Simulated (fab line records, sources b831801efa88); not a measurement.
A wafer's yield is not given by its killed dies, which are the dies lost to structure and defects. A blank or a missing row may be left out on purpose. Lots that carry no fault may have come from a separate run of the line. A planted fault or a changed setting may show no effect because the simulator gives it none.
2 desks looking at one fault -- flow sfqLine -- numbers are kept per desk, each desk with only its own; the story behind them comes last

== DESK OF THE TOOL OWNER: krfScanner-01 ==
The tool's own readings at SFQ_TRILAYER_M4_LITHO_EXPOSE_094 (exposes mask M4, target cd 500 nm): means of the sampled wafers that have a number, for each lot that ran on this tool. Any lot whose mean is over 4 standard deviations away from the usual mean is out of limits and marked OUT; that distance is given in the brackets.
Columns: A = exposureDoseMJCm2 at SFQ_TRILAYER_M4_LITHO_EXPOSE_094, usual 14.402
lot,first seen here,A
L453,day 50 20:50,15.039 (+42) OUT
L454,day 51 06:26,15.019 (+41) OUT
L455,day 51 18:38,15.055 (+44) OUT
This desk's finding: out of limits on L453, L454, L455; first on L453, day 50 20:50 (exposureDoseMJCm2 at SFQ_TRILAYER_M4_LITHO_EXPOSE_094). In limits: none.

== AT THE METROLOGY DESK ==
What the gauges read for every lot (on any tool): the sampled wafers with a number, averaged. Any lot whose mean is over 4 standard deviations away from the usual mean is out of limits and marked OUT; that distance is given in the brackets.
Columns: A = I3_OVL at SFQ_I3_OVL_MEAS_923, usual -1 nm; B = M4_NB_RS at SFQ_M4_RS_MEAS_924, usual 0.889 ohm/sq; C = M4_OVL at SFQ_M4_OVL_MEAS_926, usual -2 nm
lot,first seen here,A,B,C
L444,day 43 16:41,1,0.895,-4
L450,day 46 11:38,-7,0.884,-2
L453,day 46 22:25,-7,0.879,-5
L454,day 47 08:01,-4,0.868,4
L455,day 47 18:50,3,0.893,-6
L460,day 48 16:25,1,0.902,2
L464,day 51 15:25,8,0.892,-6
Finding of this desk: none of the 7 lots has anything out of limits.

== TAKEN TOGETHER ==
At day 50 20:50, on L453, L454, L455, the tool owner's desk was in a position to raise an alarm.
Metrology desk: nothing out of limits seen.
The metrology desk holds a record of L453, L454, L455, inside its limits.
On krfScanner-01, each named lot ran SFQ_TRILAYER_M4_LITHO_EXPOSE_094.

== WHAT THE SIMULATOR HAD PUT IN ==
Process parameters drifting: krfScanner-01 at SFQ_TRILAYER_M4_LITHO_EXPOSE_094, beginning at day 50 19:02. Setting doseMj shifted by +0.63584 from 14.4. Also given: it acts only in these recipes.
Shown lots that were struck: L453, L454, L455.
Hours from the fault's start to each desk's first reading out of limits: the tool owner's desk, 2.
